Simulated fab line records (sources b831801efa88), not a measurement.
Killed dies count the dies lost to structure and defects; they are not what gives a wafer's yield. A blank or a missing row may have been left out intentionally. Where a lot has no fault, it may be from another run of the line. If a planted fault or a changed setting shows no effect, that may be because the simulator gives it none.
Which tool is to blame? -- flow sky130 -- 11 lots with 33 wafers sampled at 5 steps, on a route of 708 steps

WHAT THE GAUGES SHOWED, per wafer
SKY_VT_ADJUST_LVTN_OVL_MEAS_18.
lot,measured,on,VT_ADJUST_LVTN_01_OVL (nm)
L298,day 7 12:05,overlay-01,-2.0 -1.4 -1.2
L299,day 7 21:21,overlay-02,-2.3 -0.3 -3.0
L307,day 10 18:12,overlay-01,-0.1 -0.6 -3.1
L308,day 10 21:23,overlay-02,-1.6 -2.4 -3.4
L310,day 11 04:26,overlay-02,-0.8 -0.3 1.4
L309,day 11 05:37,overlay-01,-1.2 -2.0 0.0
L312,day 11 15:03,overlay-02,-2.8 -2.7 -1.3
L313,day 12 01:29,overlay-01,-0.9 -0.5 -1.3
L316,day 12 17:59,overlay-01,0.2 -1.8 -2.8
L318,day 13 13:40,overlay-02,-1.9 -1.2 -1.0
L320,day 14 01:15,overlay-02,-2.0 -1.2 -1.3

SKY_VIA2_THK_MEAS_01.
lot,measured,on,VIA2_HDPCVD_THK (nm)
L298,day 34 19:02,filmMetro-01,1162 1150 1165
L299,day 35 15:09,filmMetro-03,1185 1202 1183
L310,day 39 07:48,filmMetro-01,1188 1181 1196
L312,day 39 11:58,filmMetro-01,1180 1177 1165
L313,day 40 00:53,filmMetro-03,1171 1187 1186
L316,day 40 12:37,filmMetro-01,1195 1207 1206
L318,day 41 09:02,filmMetro-04,1189 1185 1172
L320,day 41 23:59,filmMetro-03,1179 1183 1175

EACH LOT AND THE TOOL THAT RAN IT (in order: tool; ch and the chambers of the sampled wafers; start)
lot,SKY_POLY_GATE_ETCH_16,SKY_POLY_GATE_STRIP_18,SKY_POLY_CUT_STRIP_12
L298,"rieDiel-01 ch 1,3, day 15 19:56","plasmaAsher-02 ch 0,1, day 15 20:05","plasmaAsher-01 ch 0,1, day 23 17:19"
L299,"rieDiel-03 ch 1,2, day 16 16:44","plasmaAsher-04 ch 0, day 16 16:53","plasmaAsher-03 ch 0,1, day 24 16:13"
L307,"rieDiel-04 ch 0,1, day 20 16:31","plasmaAsher-04 ch 0,1, day 20 16:41","plasmaAsher-03 ch 0,1, day 28 10:52"
L308,"rieDiel-03 ch 0,1,3, day 20 17:24","plasmaAsher-04 ch 0,1, day 20 17:33","plasmaAsher-02 ch 0,1, day 28 10:39"
L310,"rieDiel-03 ch 0,3, day 21 03:14","plasmaAsher-04 ch 0,1, day 21 03:25","plasmaAsher-03 ch 0,1, day 28 19:47"
L309,"rieDiel-04 ch 0,1,2, day 21 05:08","plasmaAsher-01 ch 0,1, day 21 05:17","plasmaAsher-01 ch 0,1, day 28 21:16"
L312,"rieDiel-04 ch 0,2,3, day 21 16:06","plasmaAsher-02 ch 0,1, day 21 16:17","plasmaAsher-01 ch 0,1, day 29 03:12"
L313,"rieDiel-04 ch 0,1,2, day 22 00:36","plasmaAsher-04 ch 0,1, day 22 00:45","plasmaAsher-01 ch 0,1, day 29 13:39"
L316,"rieDiel-03 ch 0,1,2, day 22 21:23","plasmaAsher-01 ch 0,1, day 22 21:32","plasmaAsher-03 ch 0,1, day 30 07:15"
L318,"rieDiel-04 ch 0,1,2, day 23 19:03","plasmaAsher-04 ch 0,1, day 23 19:14","plasmaAsher-03 ch 0,1, day 31 06:27"
L320,"rieDiel-03 ch 1,2,3, day 24 12:59","plasmaAsher-01 ch 0,1, day 24 13:10","plasmaAsher-03 ch 0,1, day 31 21:49"
- SKY_POLY_GATE_ETCH_16: etches Si3N4 in CH3F/O2, stops on poly-Si, time 147.5 s, target depth 75 nm.
- SKY_POLY_GATE_STRIP_18: strips in O2/N2.
- SKY_POLY_CUT_STRIP_12: strips in O2/N2.

AS READ BY THE TOOLS THEMSELVES (means over the sampled wafers that have a number; for cases with no such wafer, the mark the record gives instead)
SKY_POLY_GATE_ETCH_16.
lot,tool,O2_flow_sccm (sccm),biasW (W),drypumpMotorCurrentA (A),oesProductAu (a.u.),throttleValvePct (%)
L298,rieDiel-01,29.94,79.81,6.1,0.645,10.545
L299,rieDiel-03,30.04,79.86,6.0,0.638,10.534
L307,rieDiel-04,-,-,-,-,-
L308,rieDiel-03,-,-,-,-,-
L310,rieDiel-03,29.97,79.89,5.3,0.641,10.537
L309,rieDiel-04,-,-,-,-,-
L312,rieDiel-04,30.04,79.98,5.7,0.637,10.540
L313,rieDiel-04,29.97,80.18,5.4,0.640,10.540
L316,rieDiel-03,29.98,80.01,5.6,0.641,10.533
L318,rieDiel-04,29.92,80.12,5.4,0.634,10.553
L320,rieDiel-03,30.04,80.05,6.0,0.635,10.533

SKY_POLY_GATE_STRIP_18.
lot,tool,drypumpMotorCurrentA (A),oesProductAu (a.u.),stripTimeToEndpointS (s)
L298,plasmaAsher-02,5.9,0.362,3.17
L299,plasmaAsher-04,4.8,0.360,3.17
L307,plasmaAsher-04,5.8,0.408,4.36
L308,plasmaAsher-04,5.3,0.409,4.35
L310,plasmaAsher-04,5.3,0.359,3.18
L309,plasmaAsher-01,5.6,0.411,4.36
L312,plasmaAsher-02,5.9,0.363,3.21
L313,plasmaAsher-04,5.3,0.358,3.18
L316,plasmaAsher-01,5.9,0.364,3.17
L318,plasmaAsher-04,5.3,0.367,3.19
L320,plasmaAsher-01,5.6,0.363,3.22

SKY_POLY_CUT_STRIP_12.
lot,tool,drypumpMotorCurrentA (A),oesProductAu (a.u.),stripTimeToEndpointS (s)
L298,plasmaAsher-01,5.9,0.450,5.349
L299,plasmaAsher-03,5.1,0.449,5.351
L307,plasmaAsher-03,5.5,0.454,5.375
L308,plasmaAsher-02,5.9,0.451,5.369
L310,plasmaAsher-03,5.5,0.453,5.359
L309,plasmaAsher-01,5.5,0.455,5.382
L312,plasmaAsher-01,5.9,0.457,5.363
L313,plasmaAsher-01,5.9,0.455,5.345
L316,plasmaAsher-03,5.5,0.457,5.363
L318,plasmaAsher-03,5.5,0.450,5.350
L320,plasmaAsher-03,5.5,0.453,5.365

THE ANSWER, worked out from the rows above alone
Rule: what is usual is taken from the lots themselves. Put in order of their means at a reading, lots are off if they are a third of the lots or fewer, leave a main group of 4 or more, and stand apart from it by a gap of 3 or more times the standard deviation of the main group's means; of several such gaps the widest counts. The tables above print the reading to a certain number of digits; a main group whose means all agree to those digits is not used. A lot without any number at a reading at which 4 lots or more have one is off too. Any other lot the step has rows for is counted as sound. First the gauges in route order, then the tools' own readings, where a lot's mean is used as printed above. The first step at which some lot is off is used, and at that step the reading that is off furthest; a lot without a number counts as furthest.
Off: L307, L308, L309, at SKY_POLY_GATE_ETCH_16 (O2_flow_sccm). Without a number there: L307, L308, L309. For the main group the mean is 29.99 sccm and the standard deviation 0.044.
If a tool, at that step or one of the process steps before it, ran each lot that is off and ran no sound lot following the first of them, it fits. None of those tried fits.

WHAT THE SIMULATOR PUT IN
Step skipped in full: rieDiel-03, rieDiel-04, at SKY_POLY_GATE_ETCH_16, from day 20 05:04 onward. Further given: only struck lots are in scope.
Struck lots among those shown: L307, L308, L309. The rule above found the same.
